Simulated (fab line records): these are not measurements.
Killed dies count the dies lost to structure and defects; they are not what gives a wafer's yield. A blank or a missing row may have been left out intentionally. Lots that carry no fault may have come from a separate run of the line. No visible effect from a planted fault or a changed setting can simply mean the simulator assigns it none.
Comparing a struck lot with a sound one + flow sky130 + 43 out of 708 route steps
Sound: these wafers, L644.1, L644.4, L644.5. Wafers struck: L635.1, L635.2, L635.3. The cause comes at the end.
For every step that has rows: the tool of each side, followed by ch and its chambers, followed by its first start. Under that, the readings that differ: sound wafers + struck wafers + difference of the means + sigmas: that difference in standard deviations of wafers without a fault.
alike: readings with means less than 2 such deviations apart, plus words and numbers identical on both sides. not compared: withheld readings, readings lacking a value on some wafer, bounds such as >300 that could conceal the same value, and numbers that have no deviation in the record and whose values overlap.
The two part at a step that has a row with sigmas, a row that says differs or no value, or rows on one side only. When numbers do not overlap yet have no deviation, they are printed without sigmas and do not part them. A reading that every wafer of one side lacks parts them only if that side has two wafers or more.

first, 1 step without rows for these wafers: SKY_VT_ADJUST_PCH_IMPLANT_08.
SKY_VT_ADJUST_PCH_STRIP_09: strips in O2/N2.
  sound on plasmaAsher-01 ch 0,1, day 16 13:56; struck on plasmaAsher-02 ch 0,1, day 13 05:53
| reading                  | sound             | struck            | difference | sigmas |
|--------------------------|-------------------|-------------------|------------|--------|
| stripTimeToEndpointS (s) | 37.07 37.09 37.10 | 36.79 36.77 36.74 | -0.32      | -3     |
  alike: chamberPressureMTorr, drypumpMotorCurrentA, oesProductAu
  not compared: rfHoursCounterH
SKY_VT_ADJUST_PCH_TW_MEAS_10:
  sound on filmMetro-01 at day 16 14:02; struck on filmMetro-04 at day 13 05:59
  alike: VT_ADJUST_PCH_TW
then, 7 steps without rows for these wafers: SKY_SONOS_TUNNEL_DEHYDRATE_00 (time 60 s); SKY_SONOS_TUNNEL_HMDS_01 (prime time 60 s); SKY_SONOS_TUNNEL_COAT_02 (resist thk 1140 nm); SKY_SONOS_TUNNEL_SOFTBAKE_03 (time 60 s); SKY_SONOS_TUNNEL_EXPOSE_04 (exposes mask TUNM, target cd 410 nm); SKY_SONOS_TUNNEL_PEB_05; SKY_SONOS_TUNNEL_DEVELOP_06 (develop time 60 s).
SKY_SONOS_TUNNEL_CD_MEAS_07 targets a cd of 410 nm.
  sound on cdSem-02 at day 17 19:34; struck on cdSem-01 at day 14 07:39
  alike: cdNm
SKY_SONOS_TUNNEL_OVL_MEAS_08:
  sound on overlay-02 at day 17 19:41; struck on overlay-01 at day 14 07:46
  alike: SONOS_TUNNEL_OVL
SKY_SONOS_TUNNEL_IMPLANT_09:
  sound on implanter-03 ch 0, day 17 19:43; struck on implanter-03 ch 0, day 14 07:49
  alike: beamEnergyKeV, endStationPressureTorr
then, 2 steps without rows for these wafers: SKY_SONOS_TUNNEL_WET_ETCH_10 (etches SiO2 in dHF, target depth 14 nm, time 280 s); SKY_SONOS_TUNNEL_STRIP_11 (strips in SPM, time 600 s).
SKY_SONOS_TUNNEL_TW_MEAS_12:
  sound on filmMetro-03 at day 17 20:08; struck on filmMetro-04 at day 14 08:24
| reading         | sound             | struck            | difference | sigmas |
|-----------------|-------------------|-------------------|------------|--------|
| SONOS_TUNNEL_TW | 200.0 200.8 200.1 | 194.8 194.6 195.2 | -5.4       | -4     |
then, 2 steps without rows for these wafers: SKY_SONOS_TUNNEL_CLEAN_13 (cleans in dHF, time 20 s); SKY_SONOS_ONO_OXIDATION_00 (stabilise 600 s, purge 300 s, target thk 2.6 nm).
SKY_SONOS_ONO_THK_MEAS_01:
  sound on filmMetro-01 at day 17 21:34; struck on filmMetro-02 at day 14 11:25
  alike: SONOS_ONO_OXIDATION_THK
then, 1 step without rows for these wafers: SKY_SONOS_ONO_CVD_02 (deposits Si3N4 from DCS/NH3, target thk 10.5 nm, time 180 s).
SKY_SONOS_ONO_THK_MEAS_03:
  sound on filmMetro-03 at day 17 22:40; struck on filmMetro-02 at day 14 15:09
  alike: SONOS_ONO_CVD_02_THK
then, 1 step without rows for these wafers: SKY_SONOS_ONO_CVD_04 (deposits SiO2 from SiH4/N2O, target thk 5.7199 nm).
SKY_SONOS_ONO_THK_MEAS_05:
  sound on filmMetro-02 at day 17 23:59; struck on filmMetro-02 at day 14 17:05
| reading                   | sound          | struck         | difference | sigmas |
|---------------------------|----------------|----------------|------------|--------|
| SONOS_ONO_CVD_04_THK (nm) | 5.77 5.87 5.82 | 5.67 5.57 5.56 | -0.22      | -2     |
then, 7 steps without rows for these wafers: SKY_SONOS_ONO_DEHYDRATE_06 (time 60 s); SKY_SONOS_ONO_HMDS_07 (prime time 60 s); SKY_SONOS_ONO_COAT_08 (resist thk 1140 nm); SKY_SONOS_ONO_SOFTBAKE_09 (time 60 s); SKY_SONOS_ONO_EXPOSE_10 (exposes mask ONOM, target cd 410 nm); SKY_SONOS_ONO_PEB_11; SKY_SONOS_ONO_DEVELOP_12 (develop time 60 s).
SKY_SONOS_ONO_CD_MEAS_13 targets a cd of 410 nm.
  sound on cdSem-01 at day 19 08:31; struck on cdSem-01 at day 15 19:01
  alike: cdNm
SKY_SONOS_ONO_OVL_MEAS_14:
  sound on overlay-01 at day 19 08:38; struck on overlay-01 at day 15 19:08
  alike: SONOS_ONO_OVL
SKY_SONOS_ONO_ETCH_15: etches the open film in CHF3/O2, target depth 19.52 nm, time 7.8 s.
  sound on rieDiel-02 ch 0,1,3, day 19 08:40; struck on rieDiel-01 ch 0,1,3, day 15 19:10
  alike: chamberPressureMTorr, chf3FlowSccm, drypumpMotorCurrentA, oesProductAu, rfFwdPowerW, throttleValvePct
  not compared: rfHoursCounterH
then, 1 step without rows for these wafers: SKY_SONOS_ONO_WET_ETCH_16 (etches SiO2 in dHF, target depth 14 nm, time 280 s).
SKY_SONOS_ONO_STRIP_17: strips in O2/N2.
  sound on plasmaAsher-02 ch 0,1, day 19 08:47; struck on plasmaAsher-01 ch 0,1, day 15 19:17
| reading                  | sound          | struck         | difference | sigmas |
|--------------------------|----------------|----------------|------------|--------|
| drypumpMotorCurrentA (A) | 5.82 5.82 5.56 | 5.23 5.31 5.24 | -0.47      | -3     |
  alike: chamberPressureMTorr, oesProductAu, stripTimeToEndpointS
  not compared: rfHoursCounterH
then, 3 steps without rows for these wafers: SKY_SONOS_ONO_WET_ETCH_18 (etches Si3N4 in H3PO4, target depth 15 nm, time 172 s); SKY_GATE_OXIDE_CLEAN_00 (cleans in SC1/SC2, time 150 s); SKY_GATE_OXIDE_OXIDATION_01 (stabilise 600 s, purge 300 s, target thk 10.268 nm).
SKY_GATE_OXIDE_THK_MEAS_02:
  sound on filmMetro-02 at day 19 11:05; struck on filmMetro-01 at day 15 22:12
  alike: GATE_OXIDE_OXIDATION_00_THK
then, 3 steps without rows for these wafers: SKY_GATE_OXIDE_DEHYDRATE_03 (time 60 s); SKY_GATE_OXIDE_HMDS_04 (prime time 60 s); SKY_GATE_OXIDE_COAT_05 (resist thk 1140 nm).
-- a jump in the record: the struck wafers' starts before and after are 32 days apart (it breaks off in module GATE_OXIDE and resumes in module PAD_OPEN, where the first step shown is number 708 of the route) --
SKY_PAD_OPEN_PROBE_99:
  sound on prober-01 at day 50 03:41; struck on prober-01 at day 47 16:56
| reading                           | sound             | struck           | difference | sigmas |
|-----------------------------------|-------------------|------------------|------------|--------|
| model.etest.tipSonos.rsOhmSqRange | 40.03 28.63 44.84 | 87.8 98.53 104.9 | +59.2      |        |
  alike: killed_at_M0_to_M3, killed_at_M4_up, killedAtContacts, killedAtFrontEnd, killedAtOther, killedDies, killedOpen, killedShort

## WHERE THEY PART
Last at SKY_SONOS_ONO_STRIP_17 as far as this record goes, first at SKY_VT_ADJUST_PCH_STRIP_09. Later steps at which nothing parts them and some readings are alike: SKY_GATE_OXIDE_THK_MEAS_02, SKY_PAD_OPEN_PROBE_99.

WHY: what the simulator had put in
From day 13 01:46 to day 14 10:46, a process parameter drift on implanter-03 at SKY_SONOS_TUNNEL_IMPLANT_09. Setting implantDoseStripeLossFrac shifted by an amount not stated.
